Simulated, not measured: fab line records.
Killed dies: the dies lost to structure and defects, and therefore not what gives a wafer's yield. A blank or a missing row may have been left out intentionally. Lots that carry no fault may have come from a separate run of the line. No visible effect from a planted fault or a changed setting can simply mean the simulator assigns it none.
Which tool did it?    flow gf180mcu    12 lots with 36 wafers sampled at 5 steps, on a route of 602 steps

WHAT THE GAUGES READ, wafer by wafer
GF_MVPSD_OVL_MEAS_07. Usual: MVPSD_OVL -0.7 nm, standard deviation 1.4.
lot   measured      on          MVPSD_OVL (nm)     flag
L332  day 5 04:41   overlay-01  -1.3 -2.5 -1.4     
L333  day 5 17:56   overlay-02  -0.6 -1.2 -3.5     
L335  day 6 00:11   overlay-01  2.6 1.4 1.5        
L334  day 6 01:38   overlay-02  0.0 -2.2 -1.7      
L337  day 6 11:53   overlay-02  -2.4 -0.4 -0.2     
L338  day 6 20:38   overlay-02  -3.0 -3.0 -2.3     
L340  day 7 03:44   overlay-02  -0.9 0.2 0.0       
L345  day 8 18:11   overlay-01  -0.8 -0.8 -0.7     
L346  day 8 22:35   overlay-02  -0.3 1.8 0.6       
L347  day 9 00:29   overlay-02  -76.6 -75.8 -76.6  OFF
L351  day 10 00:33  overlay-02  -73.8 -75.7 -75.8  OFF
L354  day 10 16:32  overlay-02  0.7 0.6 1.2        

GF_HV_LDD_CD_MEAS_31: the cd target is 400 nm. Usual: cd nm reads 400.4 nm (standard deviation 2.3).
lot   measured      on         cd nm (nm)         flag
L332  day 11 19:20  cd sem-02  397.2 399.5 398.4  
L333  day 12 11:53  cd sem-01  404.8 404.9 404.5  
L335  day 12 19:22  cd sem-02  399.7 399.3 399.9  
L334  day 12 22:09  cd sem-02  398.6 401.2 401.4  
L337  day 13 13:08  cd sem-02  400.3 402.5 401.9  
L338  day 13 22:25  cd sem-01  400.9 401.8 401.4  
L340  day 14 07:27  cd sem-01  401.4 402.3 402.2  
L345  day 16 14:35  cd sem-01  403.1 402.7 404.2  
L346  day 16 13:29  cd sem-02  400.5 400.4 400.8  
L347  day 16 20:13  cd sem-01  396.8 398.3 397.6  
L351  day 18 03:48  cd sem-02  395.9 398.7 399.2  
L354  day 18 20:29  cd sem-02  396.7 398.0 396.1  

EACH LOT AND THE TOOL THAT RAN IT (in order: tool; ch and the chambers of the sampled wafers; start)
lot   GF_MVPSD_EXPOSE_04                   GF_VT_IMPLANT_STRIP_09                GF_VT_IMPLANT_STRIP_20
L332  iline stepper-02 ch 0, day 4 22:20   plasma asher-02 ch 0,1, day 5 19:20   plasma asher-03 ch 0,1, day 6 10:19
L333  iline stepper-01 ch 0, day 5 11:26   plasma asher-02 ch 0,1, day 6 08:21   plasma asher-04 ch 0,1, day 6 23:41
L335  iline stepper-01 ch 0, day 5 17:26   plasma asher-02 ch 0,1, day 6 15:22   plasma asher-04 ch 1, day 7 06:24
L334  iline stepper-02 ch 0, day 5 18:43   plasma asher-04 ch 1, day 6 16:34     plasma asher-04 ch 0, day 7 08:18
L337  iline stepper-02 ch 0, day 6 04:42   plasma asher-03 ch 0,1, day 7 03:24   plasma asher-03 ch 0,1, day 7 19:23
L338  iline stepper-02 ch 0, day 6 12:55   plasma asher-02 ch 0,1, day 7 12:17   plasma asher-04 ch 1, day 8 04:49
L340  iline stepper-01 ch 0, day 6 20:18   plasma asher-02 ch 0,1, day 7 19:41   plasma asher-04 ch 0,1, day 8 12:24
L345  iline stepper-01 ch 0, day 8 10:56   plasma asher-02 ch 0,1, day 9 12:26   plasma asher-03 ch 0,1, day 10 05:41
L346  iline stepper-01 ch 0, day 8 14:03   plasma asher-03 ch 0,1, day 9 16:10   plasma asher-03 ch 0,1, day 10 09:22
L347  iline stepper-02 ch 0, day 8 16:11   plasma asher-03 ch 0,1, day 9 17:47   plasma asher-03 ch 0,1, day 10 10:39
L351  iline stepper-02 ch 0, day 9 16:19   plasma asher-04 ch 0,1, day 10 18:45  plasma asher-03 ch 0,1, day 11 13:42
L354  iline stepper-01 ch 0, day 10 07:33  plasma asher-03 ch 0,1, day 11 11:01  plasma asher-02 ch 0,1, day 12 05:59
- GF_MVPSD_EXPOSE_04: exposes mask MVPSD, target cd 1000 nm.
- GF_VT_IMPLANT_STRIP_09: strips in O2/N2.
- GF_VT_IMPLANT_STRIP_20: strips in O2/N2.

AS READ BY THE TOOLS THEMSELVES (means over the sampled wafers that have a number; for cases with no such wafer, the mark the record gives instead)
GF_MVPSD_EXPOSE_04. Usual: reticle temp C reads 23.01 C (standard deviation 0.1).
lot   tool              reticle temp C (C)  flag
L332  iline stepper-02  23.09               
L333  iline stepper-01  23.10               
L335  iline stepper-01  23.10               
L334  iline stepper-02  23.07               
L337  iline stepper-02  23.00               
L338  iline stepper-02  22.92               
L340  iline stepper-01  22.93               
L345  iline stepper-01  23.10               
L346  iline stepper-01  22.93               
L347  iline stepper-02  23.14               
L351  iline stepper-02  22.97               
L354  iline stepper-01  22.95               

GF_VT_IMPLANT_STRIP_09. Usual: drypump motor current A 5.61 A, standard deviation 0.25; heater power w 329 W, standard deviation 24; oes product au 0.716 a.u., standard deviation 0.0044; strip time to endpoint s 12.65 s, standard deviation 0.033.
lot   tool             drypump motor current A (A)  heater power w (W)  oes product au (a.u.)  strip time to endpoint s (s)  flag
L332  plasma asher-02  5.55                         319                 0.718                  12.62                         
L333  plasma asher-02  5.74                         311                 0.714                  12.69                         
L335  plasma asher-02  5.54                         320                 0.715                  12.70                         
L334  plasma asher-04  5.37                         374                 0.716                  12.67                         
L337  plasma asher-03  5.60                         324                 0.715                  12.64                         
L338  plasma asher-02  5.54                         317                 0.721                  12.62                         
L340  plasma asher-02  5.75                         311                 0.718                  12.64                         
L345  plasma asher-02  5.54                         318                 0.717                  12.66                         
L346  plasma asher-03  5.60                         323                 0.714                  12.64                         
L347  plasma asher-03  5.62                         331                 0.717                  12.58                         
L351  plasma asher-04  5.46                         365                 0.713                  12.68                         
L354  plasma asher-03  5.59                         326                 0.712                  12.64                         

GF_VT_IMPLANT_STRIP_20. Usual: drypump motor current A 5.59 A, standard deviation 0.2; heater power w 334 W, standard deviation 26; oes product au 0.715 a.u., standard deviation 0.0047; strip time to endpoint s 12.64 s, standard deviation 0.035.
lot   tool             drypump motor current A (A)  heater power w (W)  oes product au (a.u.)  strip time to endpoint s (s)  flag
L332  plasma asher-03  5.69                         329                 0.711                  12.59                         
L333  plasma asher-04  5.55                         339                 0.717                  12.63                         
L335  plasma asher-04  5.40                         378                 0.716                  12.62                         
L334  plasma asher-04  5.67                         319                 0.718                  12.63                         
L337  plasma asher-03  5.71                         325                 0.711                  12.65                         
L338  plasma asher-04  5.36                         384                 0.712                  12.64                         
L340  plasma asher-04  5.56                         336                 0.720                  12.67                         
L345  plasma asher-03  5.60                         324                 0.721                  12.68                         
L346  plasma asher-03  5.68                         325                 0.712                  12.66                         
L347  plasma asher-03  5.69                         326                 0.723                  12.62                         
L351  plasma asher-03  5.71                         323                 0.710                  12.61                         
L354  plasma asher-02  5.50                         322                 0.712                  12.65                         

THE ANSWER, worked out from the rows above alone
Rule: a lot is off if the mean of its wafers that have a number lies more than 3 standard deviations from the usual mean. A lot without any number at a reading at which 4 lots or more have one is off too. The other lots that the step has rows for count as sound. First the gauges in route order, then the tools' own readings, where a lot's mean is used as printed above. At the first step where some lot is off, the reading lying furthest off is the one used; lots without a number count as furthest.
Off: L347, L351, at GF_MVPSD_OVL_MEAS_07 (MVPSD_OVL).
A tool fits if, at a process step before that reading, it ran every lot that is off, and no sound lot after the first of them. Gauges at GF_MVPSD_OVL_MEAS_07: tried the same way as those tools. One fits: GF_MVPSD_EXPOSE_04 on iline stepper-02. A fault onset in the window from L338 (day 6 12:55, its last sound lot) to L347 (day 8 16:11, its first lot off) fits.

WHAT HAD BEEN PUT IN BY THE SIMULATOR
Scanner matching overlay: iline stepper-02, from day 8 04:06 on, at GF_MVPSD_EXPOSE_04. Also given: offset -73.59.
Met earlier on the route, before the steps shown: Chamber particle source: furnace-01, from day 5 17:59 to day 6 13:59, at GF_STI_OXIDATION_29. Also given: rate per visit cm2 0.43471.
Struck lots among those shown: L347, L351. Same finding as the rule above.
